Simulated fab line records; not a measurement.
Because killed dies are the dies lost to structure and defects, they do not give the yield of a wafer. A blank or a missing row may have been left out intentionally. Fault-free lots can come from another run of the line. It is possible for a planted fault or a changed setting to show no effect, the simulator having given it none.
Commonality check across tools :: flow sky130 :: 27 wafers sampled across 9 lots

REASON FOR OPENING
3 of 9 lots carry a flag on the reading METAL5_ALCU_RS at SKY_METAL5_RS_MEAS_05. Fault-free wafers read 0.0272 ohm/sq, with a standard deviation of 0.00032.
Rule: flag the lot when none of its wafers has a number, or when each of its wafers that has one lies beyond 4 standard deviations from that mean. As for the other lots, they are considered sound.

lot: L436
measured: day 43 08:56
on: film_metro-03
METAL5_ALCU_RS (ohm/sq), wafer by wafer: 0.0271 0.0269 0.0268
flag: 

lot: L437
measured: day 43 13:23
on: film_metro-03
METAL5_ALCU_RS (ohm/sq), wafer by wafer: 0.0270 0.0267 0.0270
flag: 

lot: L439
measured: day 43 21:02
on: film_metro-04
METAL5_ALCU_RS (ohm/sq), wafer by wafer: 0.0316 0.0317 0.0322
flag: FLAGGED

lot: L441
measured: day 44 17:01
on: film_metro-04
METAL5_ALCU_RS (ohm/sq), wafer by wafer: 0.0326 0.0320 0.0325
flag: FLAGGED

lot: L442
measured: day 44 18:17
on: film_metro-04
METAL5_ALCU_RS (ohm/sq), wafer by wafer: 0.0321 0.0320 0.0323
flag: FLAGGED

lot: L444
measured: day 45 05:08
on: film_metro-02
METAL5_ALCU_RS (ohm/sq), wafer by wafer: 0.0268 0.0269 0.0273
flag: 

lot: L448
measured: day 46 13:26
on: film_metro-04
METAL5_ALCU_RS (ohm/sq), wafer by wafer: 0.0274 0.0268 0.0273
flag: 

lot: L454
measured: day 48 05:21
on: film_metro-03
METAL5_ALCU_RS (ohm/sq), wafer by wafer: 0.0275 0.0275 0.0276
flag: 

lot: L455
measured: day 48 07:33
on: film_metro-03
METAL5_ALCU_RS (ohm/sq), wafer by wafer: 0.0276 0.0272 0.0275
flag: 
The numbers of the flagged lots are 0.0321 ohm/sq on average: +0.0049 ohm/sq against the usual, or +15 standard deviations.

WHICH TOOL EACH LOT WENT THROUGH
Before the reading, the record contains 2 process steps out of a 708-step route. Each cell gives the tool, then ch followed by the chambers the sampled wafers passed through, then the start.
lot: L436
flag: 
SKY_METAL3_STRIP_19: plasma_asher-03 ch 0, day 39 02:40
SKY_METAL5_SPUTTER_02: pvd_sputter-03, day 43 08:49

lot: L437
flag: 
SKY_METAL3_STRIP_19: plasma_asher-04 ch 0,1, day 39 07:20
SKY_METAL5_SPUTTER_02: pvd_sputter-03, day 43 13:15

lot: L439
flag: FLAGGED
SKY_METAL3_STRIP_19: plasma_asher-03 ch 0,1, day 39 15:30
SKY_METAL5_SPUTTER_02: pvd_sputter-03, day 43 20:55

lot: L441
flag: FLAGGED
SKY_METAL3_STRIP_19: plasma_asher-02 ch 0,1, day 40 12:56
SKY_METAL5_SPUTTER_02: pvd_sputter-03, day 44 16:52

lot: L442
flag: FLAGGED
SKY_METAL3_STRIP_19: plasma_asher-02 ch 0,1, day 40 13:23
SKY_METAL5_SPUTTER_02: pvd_sputter-03, day 44 18:10

lot: L444
flag: 
SKY_METAL3_STRIP_19: plasma_asher-02 ch 0,1, day 41 04:55
SKY_METAL5_SPUTTER_02: pvd_sputter-02, day 45 05:01

lot: L448
flag: 
SKY_METAL3_STRIP_19: plasma_asher-02 ch 0,1, day 42 15:18
SKY_METAL5_SPUTTER_02: pvd_sputter-04, day 46 13:19

lot: L454
flag: 
SKY_METAL3_STRIP_19: plasma_asher-03 ch 0,1, day 44 13:54
SKY_METAL5_SPUTTER_02: pvd_sputter-04, day 48 05:14

lot: L455
flag: 
SKY_METAL3_STRIP_19: plasma_asher-02 ch 0,1, day 44 14:17
SKY_METAL5_SPUTTER_02: pvd_sputter-03, day 48 07:23
What these steps do:
- SKY_METAL3_STRIP_19: strips in O2/N2.
- SKY_METAL5_SPUTTER_02: material AlCu, target thk 1150 nm, time 61.2 s.
- SKY_METAL5_RS_MEAS_05: measures by four-point-probe.

FLAGGED AGAINST TOTAL, ONE TOOL AT A TIME (gauges that did the reading follow at the end)
step: SKY_METAL3_STRIP_19
tool: plasma_asher-02
lots run: 5
flagged: 2
share of the flagged lots: some
sound lots run after its first flagged lot: 3 (L444,L448,L455)

step: SKY_METAL3_STRIP_19
tool: plasma_asher-03
lots run: 3
flagged: 1
share of the flagged lots: some
sound lots run after its first flagged lot: 1 (L454)

step: SKY_METAL3_STRIP_19
tool: plasma_asher-04
lots run: 1
flagged: 0
share of the flagged lots: none
sound lots run after its first flagged lot: -

step: SKY_METAL5_SPUTTER_02
tool: pvd_sputter-02
lots run: 1
flagged: 0
share of the flagged lots: none
sound lots run after its first flagged lot: -

step: SKY_METAL5_SPUTTER_02
tool: pvd_sputter-03
lots run: 6
flagged: 3
share of the flagged lots: all
sound lots run after its first flagged lot: 1 (L455)

step: SKY_METAL5_SPUTTER_02
tool: pvd_sputter-04
lots run: 2
flagged: 0
share of the flagged lots: none
sound lots run after its first flagged lot: -

step: SKY_METAL5_RS_MEAS_05
tool: film_metro-02
lots run: 1
flagged: 0
share of the flagged lots: none
sound lots run after its first flagged lot: -

step: SKY_METAL5_RS_MEAS_05
tool: film_metro-03
lots run: 4
flagged: 0
share of the flagged lots: none
sound lots run after its first flagged lot: -

step: SKY_METAL5_RS_MEAS_05
tool: film_metro-04
lots run: 4
flagged: 3
share of the flagged lots: all
sound lots run after its first flagged lot: 1 (L448)

WHAT IS ALLOWED BY THE TABLE
In 2 table rows, all flagged lots were run: pvd_sputter-03 (SKY_METAL5_SPUTTER_02), film_metro-04 (SKY_METAL5_RS_MEAS_05).
- pvd_sputter-03 at SKY_METAL5_SPUTTER_02 ran 6 lots, 3 of them flagged. Sound lots followed the first flagged one (L455) on it, something a lasting fault affecting the whole tool could not allow. Its own readings (chamber_pressure_pa, throttle_valve_pct) fall more than 4 standard deviations out on all wafers of the flagged lots.
- film_metro-04 at SKY_METAL5_RS_MEAS_05 ran 4 lots, 3 of them flagged. Sound lots followed the first flagged one (L448) on it, something a lasting fault affecting the whole tool could not allow.
No row of the table ran every flagged lot and no sound lot after the first.

WHAT THE SIMULATOR HAD PUT IN
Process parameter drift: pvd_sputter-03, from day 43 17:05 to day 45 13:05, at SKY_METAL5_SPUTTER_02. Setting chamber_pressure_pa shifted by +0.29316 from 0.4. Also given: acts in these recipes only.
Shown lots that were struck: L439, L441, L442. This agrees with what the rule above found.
